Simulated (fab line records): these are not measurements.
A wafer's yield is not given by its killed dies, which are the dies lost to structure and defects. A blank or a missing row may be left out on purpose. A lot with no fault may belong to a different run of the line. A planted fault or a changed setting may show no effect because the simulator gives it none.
Chamber matching	flow gf180mcu	GF_V4_CMP_04 on cmp-01 has 4 sister chambers
The step polishes SiO2. 7 wafers are shown with their chamber, then 7 later ones without.

== EACH WAFER AND ITS CHAMBER ==
wafer	chamber	motor current A (A)	time to endpoint s (s)
L645.5	2	11.9	82
L648.2	3	11.1	75
L648.3	0	10.4	76
L648.6	1	11.1	82
L651.2	0	10.5	74
L651.3	1	11.3	78
L651.5	3	11.2	79

== WAFERS WITH NO CHAMBER GIVEN ==
wafer	motor current A (A)	time to endpoint s (s)
L652.1	10.1	78
L652.2	11.2	86
L652.3	11.7	83
L656.5	11.0	94
L663.1	9.9	81
L663.2	11.1	82
L663.3	10.7	84

== WHICH CHAMBER EACH WENT THROUGH ==
wafer	from the rows above	in truth
L652.1	0	0
L652.2	can't be placed: 1 or 3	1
L652.3	2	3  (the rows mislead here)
L656.5	can't be placed: 1 or 3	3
L663.1	0	0
L663.2	can't be placed: 1 or 3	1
L663.3	can't be placed: 0 or 1 or 3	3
Placed correctly: 2 of 7. Can't be placed from these rows: 4 (the true chamber is among the candidates in 4). 1 placed wrongly.
How it was worked out, from the rows above alone: a wafer's distance from a chamber is the root of the sum, over the readings, of the square of ((its reading less the chamber's mean) divided by the reading's scatter). If the next closest chamber is less than 2 further off than the closest, the wafer can't be placed; otherwise it belongs to the closest. Each chamber's mean is taken over the wafers shown for it. The scatter: the root of (the sum of the squares of (reading less its chamber's mean) over the shown wafers, divided by (wafers less chambers)).
